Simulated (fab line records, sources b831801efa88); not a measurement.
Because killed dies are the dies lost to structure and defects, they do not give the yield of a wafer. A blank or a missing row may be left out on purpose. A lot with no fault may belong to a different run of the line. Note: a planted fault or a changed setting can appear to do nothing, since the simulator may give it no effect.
A struck lot beside a sound one    flow gf180mcu    16 steps out of a route of 602
Sound: wafers L318.1, L318.2, L318.5. Struck: wafer L322.1. (L322.3, L322.4 of the same lot were not struck and are left out.) The cause comes at the end.
Order at every step that has rows: each side's tool, ch and its chambers, its first start. Under that, the readings that differ: sound wafers    struck wafers    difference of the means    sigmas: that difference in standard deviations of wafers without a fault.
alike: a reading whose means differ by less than 2 such deviations, as well as words and numbers matching on both sides. not compared: withheld readings; readings where some wafer has no value; bounds like >300 that might hide an equal value; numbers whose values overlap and for which the record gives no deviation.
Wherever a step has rows on one side only, a row that says differs or no value, or a row with sigmas, the two part there. Numbers that don't overlap but have no deviation are shown without sigmas and don't part them. Lack of a reading on every wafer of one side parts them only where that side has two or more wafers.

first, 6 steps without rows for these wafers: GF_M4_HMDS_08 (prime time 60 s); GF_M4_COAT_09 (resist thk 1000 nm); GF_M4_SOFTBAKE_10 (time 60 s); GF_M4_EXPOSE_11 (exposes mask Metal4, target cd 280 nm); GF_M4_PEB_12 (peb time 90 s); GF_M4_DEVELOP_13 (develop time 60 s).
GF_M4_CD_MEAS_14 targets a cd of 280 nm.
  sound on cd sem-02 at day 25 20:13; struck on cd sem-02 at day 27 05:44
  alike: cd nm
GF_M4_OVL_MEAS_15:
  sound on overlay-02 at day 25 20:20; struck on overlay-02 at day 27 05:52
  alike: M4_OVL
GF_M4_METAL_ETCH_16: etches the open film in Cl2/BCl3, stops on SiO2, target depth 750.8 nm, time 125.1 s.
  sound on rie metal-04 ch 0,1, day 25 20:22; struck on rie metal-01 ch 0, day 27 05:53
  alike: bias w, drypump motor current A, mfc cl2 sccm, oes product au, throttle valve pct
  not compared: rf hours counter h
GF_M4_STRIP_17: strips in O2/N2.
  sound on plasma asher-04 ch 0,1, day 25 20:30; struck on plasma asher-04 ch 1, day 27 06:01
reading                       sound           struck  difference  sigmas
strip time to endpoint s (s)  7.43 7.41 7.44  7.27    -0.16       -3
  alike: drypump motor current A, heater power w, oes product au
  not compared: rf hours counter h
then, 2 steps without rows for these wafers: GF_M4_STRIP_18 (strips in post etch residue remover, time 1200 s); GF_M4_CLEAN_19 (cleans in DIW).
GF_V4_CVD_00: deposits SiO2, target thk 600 nm, time 100 s.
  sound on hdpcvd-02 ch 1,2, day 25 21:02; struck on hdpcvd-02 ch 0, day 27 06:34
reading                              sound              struck  difference  sigmas
sih4 flow sccm (sccm)                60.21 60.35 60.13  89.94   +29.71      +99 or more
model.SiO2_of_V4_CVD_00.thk nm (nm)  601.9 589.9 593.7  890.8   +295.6      
GF_V4_THK_MEAS_01:
  sound on film metro-01 at day 25 21:07; struck on film metro-02 at day 27 07:02
reading             sound        struck  difference  sigmas
V4_CVD_00_THK (nm)  602 590 594  891     +296        +41
  not compared: hold
GF_V4_CVD_02: deposits SiO2 from TEOS, target thk 850 nm, time 94.851 s.
  sound on pecvd-03 ch 1,2, day 25 21:10; struck on pecvd-02 ch 0, day 27 12:31
reading  sound  struck                    difference                    sigmas
hold     - - -  await dispo/5.4h/release  no value on the sound wafers  
  alike: heater power w
-- the record jumps here: 5 days lie between the struck wafers' starts before and after (it left off in module V4 and takes up again in module PASSIVATION, whose first step shown is number 602 of the route) --
GF_PASSIVATION_PROBE_99:
  the record has rows for the struck wafers here (prober-02, day 32 07:05) and none for the sound ones

== WHERE THEY PART ==
Last at GF_PASSIVATION_PROBE_99 as far as this record goes, first at GF_M4_STRIP_17.

WHY: what had been put in by the simulator
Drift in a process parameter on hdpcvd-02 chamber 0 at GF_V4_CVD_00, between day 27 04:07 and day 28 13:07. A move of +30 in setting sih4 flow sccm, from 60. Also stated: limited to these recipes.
